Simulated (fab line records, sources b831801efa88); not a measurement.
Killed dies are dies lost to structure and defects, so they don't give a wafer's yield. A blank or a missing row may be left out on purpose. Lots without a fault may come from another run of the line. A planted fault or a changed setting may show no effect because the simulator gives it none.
Which tool did it? | flow sky130 | 13 lots, 39 wafers sampled, at 5 steps of a route of 708

WHAT THE GAUGES READ, wafer by wafer
SKY_VT_ADJUST_HVTP_TW_MEAS_11.
lot  | measured     | on            | VT_ADJUST_HVTP_TW
L776 | day 6 11:11  | film_metro-04 | 1351 1342 1348
L777 | day 6 18:59  | film_metro-04 | 1337 1348 1338
L778 | day 6 21:25  | film_metro-01 | 1349 1344 1349
L779 | day 7 04:20  | film_metro-02 | 1340 1345 1338
L780 | day 7 10:37  | film_metro-02 | 1343 1335 1335
L781 | day 7 14:16  | film_metro-01 | 1350 1349 1361
L782 | day 7 23:37  | film_metro-04 | 1350 1336 1346
L783 | day 8 08:25  | film_metro-04 | 1342 1339 1336
L785 | day 8 15:47  | film_metro-02 | 1344 1344 1348
L792 | day 10 13:47 | film_metro-02 | 1342 1346 1340
L793 | day 11 00:30 | film_metro-04 | 1345 1334 1341
L795 | day 11 09:11 | film_metro-04 | 1338 1346 1341
L796 | day 11 13:25 | film_metro-01 | 1339 1351 1345

SKY_SONOS_TUNNEL_TW_MEAS_12.
lot  | measured     | on            | SONOS_TUNNEL_TW
L776 | day 11 19:59 | film_metro-03 | 194.3 193.1 193.6
L777 | day 12 04:34 | film_metro-01 | 196.8 196.6 197.1
L778 | day 12 08:11 | film_metro-01 | 197.2 197.0 197.0
L779 | day 12 15:08 | film_metro-01 | 196.4 196.8 197.5
L780 | day 13 00:22 | film_metro-03 | 194.7 194.8 194.6
L781 | day 13 05:08 | film_metro-03 | 195.4 193.3 195.0
L782 | day 13 16:02 | film_metro-01 | 196.5 197.3 196.1
L783 | day 14 04:07 | film_metro-01 | 196.5 197.1 196.5
L785 | day 14 13:10 | film_metro-04 | 194.1 194.5 194.2
L792 | day 16 22:19 | film_metro-01 | 110.0 108.9 108.8
L793 | day 17 12:57 | film_metro-04 | 105.2 105.3 104.2
L795 | day 17 23:41 | film_metro-03 | 194.4 194.4 194.4
L796 | day 18 04:35 | film_metro-03 | 194.4 193.6 194.6

SKY_LDD_P_TW_MEAS_11.
lot  | measured     | on            | LDD_P_TW
L776 | day 19 09:31 | film_metro-02 | 637 639 634
L777 | day 20 02:47 | film_metro-04 | 632 635 632
L778 | day 20 02:30 | film_metro-03 | 622 623 621
L779 | day 20 09:53 | film_metro-03 | 619 622 624
L780 | day 20 20:29 | film_metro-03 | 621 621 623
L781 | day 21 02:34 | film_metro-02 | 630 630 633
L782 | day 22 01:20 | film_metro-02 | 635 636 635
L783 | day 22 13:07 | film_metro-03 | 624 624 618
L785 | day 22 21:27 | film_metro-03 | 624 620 620
L792 | day 25 04:47 | film_metro-04 | 625 625 627
L793 | day 25 20:08 | film_metro-02 | 636 635 635
L795 | day 26 05:01 | film_metro-02 | 630 631 632
L796 | day 26 09:25 | film_metro-04 | 619 622 621

SKY_SD_P_TW_MEAS_11.
lot  | measured     | on            | SD_P_TW
L776 | day 25 18:46 | film_metro-04 | 2754 2782 2799
L777 | day 26 11:13 | film_metro-04 | 2769 2761 2771
L778 | day 26 10:19 | film_metro-01 | 2809 2815 2808
L779 | day 26 16:38 | film_metro-04 | 2770 2756 2749
L780 | day 27 04:34 | film_metro-02 | 2807 2828 2812
L781 | day 28 18:29 | film_metro-02 | 2819 2822 2820
L782 | day 28 20:04 | film_metro-01 | 2812 2803 2799
L783 | day 28 18:49 | film_metro-01 | 2802 2802 2809
L785 | day 29 01:02 | film_metro-04 | 2776 2785 2778
L792 | day 31 02:54 | film_metro-02 | 2812 2805 2802
L793 | day 31 20:07 | film_metro-04 | 2725 2727 2742
L795 | day 32 03:26 | film_metro-01 | 2814 2810 2799
L796 | day 32 11:07 | film_metro-01 | 2802 2823 2806

WHICH TOOL RAN EACH LOT (tool, then ch and the chambers of the sampled wafers, then the start)
lot  | SKY_SONOS_TUNNEL_IMPLANT_09
L776 | implanter-01 ch 0, day 11 19:34
L777 | implanter-02 ch 0, day 12 04:10
L778 | implanter-02 ch 0, day 12 07:49
L779 | implanter-01 ch 0, day 12 14:43
L780 | implanter-01 ch 0, day 12 23:55
L781 | implanter-01 ch 0, day 13 04:44
L782 | implanter-04 ch 0, day 13 15:38
L783 | implanter-02 ch 0, day 14 03:45
L785 | implanter-01 ch 0, day 14 12:41
L792 | implanter-04 ch 0, day 16 21:46
L793 | implanter-04 ch 0, day 17 12:32
L795 | implanter-01 ch 0, day 17 23:15
L796 | implanter-01 ch 0, day 18 04:10
- SKY_SONOS_TUNNEL_IMPLANT_09

WHAT THE TOOLS THEMSELVES READ (means of the sampled wafers that have a number; where no wafer has one, the mark that the record gives instead)
SKY_SONOS_TUNNEL_IMPLANT_09.
lot  | tool         | dose_ions_cm2 | faraday_current_uA
L776 | implanter-01 | 1.0006e+12    | 5.56
L777 | implanter-02 | 1.0003e+12    | 5.66
L778 | implanter-02 | 1.0014e+12    | 5.69
L779 | implanter-01 | 1.0001e+12    | 5.61
L780 | implanter-01 | 1.0003e+12    | 5.68
L781 | implanter-01 | 9.9967e+11    | 5.67
L782 | implanter-04 | 9.9950e+11    | 5.63
L783 | implanter-02 | 1.0003e+12    | 5.55
L785 | implanter-01 | 1.0005e+12    | 5.62
L792 | implanter-04 | 9.9400e+10    | 0.56
L793 | implanter-04 | 9.9367e+10    | 0.56
L795 | implanter-01 | 1.0011e+12    | 5.52
L796 | implanter-01 | 1.0011e+12    | 5.66

THE ANSWER, worked out from the rows above alone
Rule: what is usual is taken from the lots themselves. Put in order of their means at a reading, lots are off if they are a third of the lots or fewer, leave a main group of 4 or more, and stand apart from it by a gap of 3 or more times the standard deviation of the main group's means; of several such gaps the widest counts. A main group whose means are all the same, to the digits that the tables above print for the reading, isn't used. A lot without any number at a reading at which 4 lots or more have one is off too. The other lots that the step has rows for count as sound. The gauges are gone through in route order, then the tools' own readings, and for those a lot's mean is taken as printed above. The first step at which some lot is off is used, and at that step the reading that is off furthest; a lot without a number counts as furthest.
Off: L792, L793, at SKY_SONOS_TUNNEL_TW_MEAS_12 (SONOS_TUNNEL_TW). The main group: mean 195.4, standard deviation 1.3.
A tool fits if, at a process step before that reading, it ran every lot that is off, and no sound lot after the first of them. The gauges at SKY_SONOS_TUNNEL_TW_MEAS_12 aren't tried: what is off there is off at SKY_SONOS_TUNNEL_IMPLANT_09 too, on other tools, and a gauge's error can't cause that. One fits: implanter-04 at SKY_SONOS_TUNNEL_IMPLANT_09. Its last sound lot is L782 (day 13 15:38), its first lot that is off L792 (day 16 21:46): a fault that began between those two fits.
The tool's own readings at SKY_SONOS_TUNNEL_IMPLANT_09 bear it out: on the lots that are off they differ by more than 5 times the standard deviation of the sound lots' means. dose_ions_cm2 reads 9.9384e+10 there against 1.0004e+12 on the sound lots; faraday_current_uA reads 0.56 there against 5.62 on the sound lots.

WHAT THE SIMULATOR HAD PUT IN
Process parameter drift: implanter-04, from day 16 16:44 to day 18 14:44, at SKY_SONOS_TUNNEL_IMPLANT_09. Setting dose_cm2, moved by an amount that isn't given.
Lots struck among those shown: L792, L793. The rule above found the same.
